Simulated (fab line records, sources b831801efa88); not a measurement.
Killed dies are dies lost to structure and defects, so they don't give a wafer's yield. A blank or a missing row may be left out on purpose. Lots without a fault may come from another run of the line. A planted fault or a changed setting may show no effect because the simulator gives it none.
A struck lot beside a sound one | flow sky130 | 22 steps out of a route of 708
Sound: wafers L980.3, L980.4, L980.6. Struck: wafers L994.2, L994.5, L994.6. The cause comes at the end.
At each step with rows: each side's tool, then ch and its chambers, then its first start. Under that, the readings that differ: sound wafers | struck wafers | difference of the means | sigmas: that difference in standard deviations of wafers without a fault.
alike: readings whose means differ by less than 2 such deviations, and words and numbers that are the same on both sides. not compared: withheld readings, readings that some wafer has no value for, bounds like >300 that may hide the same value, and numbers for which the record gives no deviation and whose values overlap.
The two part at a step that has a row with sigmas, a row that says differs or no value, or rows on one side only. Numbers that don't overlap but have no deviation are shown without sigmas and don't part them. A reading that every wafer of one side lacks parts them only if that side has two wafers or more.

SKY_LOCAL_INTERCONNECT_STRIP_15: strips in O2/N2.
  sound on plasma_asher-03 ch 0,1, day 33 23:59; struck on plasma_asher-01 ch 0,1, day 37 06:08
  alike: drypump_motor_current_A, oes_product_au, strip_time_to_endpoint_s
  not compared: rf_hours_counter_h
then, 3 steps without rows for these wafers: SKY_LOCAL_INTERCONNECT_STRIP_16 (strips in post etch residue remover, time 1200 s); SKY_LOCAL_INTERCONNECT_CLEAN_17 (cleans in IPA, time 180 s); SKY_LOCAL_INTERCONNECT_CLEAN_18 (cleans in O3/DIW).
SKY_CONTACT_CVD_00: deposits Si3N4, target thk 75 nm.
  sound on pecvd-02 ch 0,1,2, day 34 00:33; struck on pecvd-03 ch 0,2, day 37 06:44
  alike: heater_power_w
SKY_CONTACT_THK_MEAS_01:
  sound on film_metro-01, day 34 00:36; struck on film_metro-02, day 37 06:47
  alike: CONTACT_CVD_00_THK
then, 1 step without rows for these wafers: SKY_CONTACT_HDPCVD_02 (deposits SiO2, target thk 565 nm, time 94.2 s).
SKY_CONTACT_THK_MEAS_03:
  sound on film_metro-02, day 34 00:44; struck on film_metro-04, day 37 06:55
  alike: CONTACT_HDPCVD_THK
SKY_CONTACT_CMP_04: polishes SiO2.
  sound on cmp-02 ch 1,2, day 34 00:46; struck on cmp-02 ch 0,1,3, day 37 07:04
  alike: motor_current_A, retaining_ring_pressure_frac, time_to_endpoint_s
SKY_CONTACT_BOW_MEAS_05:
  sound on film_metro-02, day 34 01:07; struck on film_metro-01, day 37 07:17
  alike: CONTACT_BOW
then, 2 steps without rows for these wafers: SKY_CONTACT_DEHYDRATE_06 (time 60 s); SKY_CONTACT_HMDS_07 (prime time 60 s).
SKY_CONTACT_COAT_08: resist thk 60 nm.
  sound on litho_track-01 ch 0, day 34 13:29; struck on litho_track-04 ch 0, day 37 19:09
  reading              | sound                | struck               | difference | sigmas
  spin_speed_rpm (rpm) | 2997.9 2998.7 2998.5 | 2733.8 2739.3 2736.5 | -261.8     | -99 or more
  alike: exhaust_pa
then, 5 steps without rows for these wafers: SKY_CONTACT_COAT_09 (resist thk 450 nm); SKY_CONTACT_SOFTBAKE_10 (time 90 s); SKY_CONTACT_EXPOSE_11 (exposes mask CTM1, target cd 170 nm); SKY_CONTACT_PEB_12; SKY_CONTACT_DEVELOP_13 (develop time 60 s).
SKY_CONTACT_CD_MEAS_14: target cd 170 nm.
  sound on cd_sem-02, day 35 03:10; struck on cd_sem-02, day 38 09:08
  alike: cd_nm
SKY_CONTACT_OVL_MEAS_15:
  sound on overlay-02, day 35 03:15; struck on overlay-01, day 38 09:14
  alike: CONTACT_OVL
SKY_CONTACT_ETCH_16: etches BARC in N2/H2, stops on SiO2, time 45.9 s, target depth 60 nm.
  sound on rie_diel-04 ch 0,2, day 35 03:16; struck on rie_diel-02 ch 1,2, day 38 09:16
  reading                  | sound             | struck            | difference | sigmas
  oes_product_au (a.u.)    | 0.854 0.856 0.860 | 0.872 0.876 0.879 | +0.019     | +4
  model.etch.depth_nm (nm) | 60.19 60.06 60.19 | 62.68 63.16 63.05 | +2.82      |
  alike: drypump_motor_current_A, throttle_valve_pct
  not compared: rf_hours_counter_h
SKY_CONTACT_ETCH_17: etches SiO2 in C4F8/O2/Ar, stops on Si3N4, target depth 340 nm.
  sound on rie_diel-04 ch 0,2, day 35 03:19; struck on rie_diel-02 ch 1,2, day 38 09:19
  alike: oes_product_au

WHERE THEY PART
First at SKY_CONTACT_COAT_08; last, within this record, at SKY_CONTACT_ETCH_16. Later steps at which nothing parts them and some readings are alike: SKY_CONTACT_ETCH_17.

WHY: what the simulator had put in
Process parameter drift: litho_track-04, from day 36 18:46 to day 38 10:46, at SKY_CONTACT_COAT_08. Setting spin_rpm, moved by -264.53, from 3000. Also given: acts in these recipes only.
